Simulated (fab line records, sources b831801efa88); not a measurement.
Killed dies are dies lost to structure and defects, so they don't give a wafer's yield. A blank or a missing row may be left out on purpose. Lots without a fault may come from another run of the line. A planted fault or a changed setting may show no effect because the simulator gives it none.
A struck lot beside a sound one | flow sfq_line | 13 steps out of a route of 325
Sound: wafers L831.1, L831.3, L831.6. Struck: wafers L835.1, L835.3, L835.4. The cause comes at the end.
At each step with rows: each side's tool, then ch and its chambers, then its first start. Under that, the readings that differ: sound wafers | struck wafers | difference of the means | sigmas: that difference in standard deviations of wafers without a fault.
alike: readings whose means differ by less than 2 such deviations, and words and numbers that are the same on both sides. not compared: withheld readings, readings that some wafer has no value for, bounds like >300 that may hide the same value, and numbers for which the record gives no deviation and whose values overlap.
The two part at a step that has a row with sigmas, a row that says differs or no value, or rows on one side only. Numbers that don't overlap but have no deviation are shown without sigmas and don't part them. A reading that every wafer of one side lacks parts them only if that side has two wafers or more.

SFQ_TRILAYER_I0_VIA_BARC_OPEN_VIA_ETCH_046: etches BARC in O2, target depth 125 nm, time 41.7 s.
  sound on rie_diel-02 ch 2,3, day 12 17:32; struck on rie_diel-04 ch 0,1,2, day 13 20:20
  alike: drypump_motor_current_A, oes_product_au
  not compared: rf_hours_counter_h
SFQ_TRILAYER_I0_VIA_ETCH_VIA_ETCH_034: etches SiO2 in CHF3, stops on Nb, target depth 260 nm.
  sound on rie_diel-02 ch 2,3, day 12 17:35; struck on rie_diel-04 ch 0,1,2, day 13 20:23
  alike: drypump_motor_current_A, oes_product_au
SFQ_TRILAYER_I0_VIA_STRIP_STRIP_035: strips in O2.
  sound on rie_metal-02 ch 1, day 12 17:42; struck on rie_metal-02 ch 0,1, day 13 20:29
  alike: drypump_motor_current_A, oes_product_au
  not compared: rf_hours_counter_h
then, 2 steps without rows for these wafers: SFQ_TRILAYER_I0_VIA_STRIP_SOLV_CLEAN_036 (cleans in NMP, time 600 s); SFQ_TRILAYER_M1_DEP_PRE_CLEAN_038 (time 22.5 s).
SFQ_TRILAYER_M1_DEP_SPUTTER_037: material Nb, target thk 200 nm, time 133.3 s.
  sound on pvd_sputter-06, day 12 18:30; struck on pvd_sputter-04, day 13 21:18
  alike: resputter_cathode_voltage_v, throttle_valve_pct
SFQ_M1_RS_MEAS_909: measures by four-point-probe.
  sound on film_metro-02, day 12 18:35; struck on film_metro-02, day 13 21:23
  alike: M1_NB_RS
then, 4 steps without rows for these wafers: SFQ_TRILAYER_M1_LITHO_COAT_044 (resist thk 62 nm); SFQ_TRILAYER_M1_LITHO_COAT_039 (resist thk 600 nm); SFQ_TRILAYER_M1_LITHO_SOFTBAKE_043; SFQ_TRILAYER_M1_LITHO_EXPOSE_040 (exposes mask M1, target cd 500 nm).
-- the record jumps here: 5 days lie between the struck wafers' starts before and after --
SFQ_TRILAYER_M1_LITHO_PEB_042: peb time 60 s.
  sound on litho_track-02 ch 0, day 17 03:53; struck on litho_track-04, day 18 18:17
  no value came back on the struck wafers for chill_plate_temp_C (C), exhaust_pa (Pa); on the sound wafers chill_plate_temp_C (C) reads 23.03 22.87 22.91
then, 1 step without rows for these wafers: SFQ_TRILAYER_M1_LITHO_DEVELOP_041 (time 60 s).

WHERE THEY PART
Only at SFQ_TRILAYER_M1_LITHO_PEB_042, within this record.

WHY: what the simulator had put in
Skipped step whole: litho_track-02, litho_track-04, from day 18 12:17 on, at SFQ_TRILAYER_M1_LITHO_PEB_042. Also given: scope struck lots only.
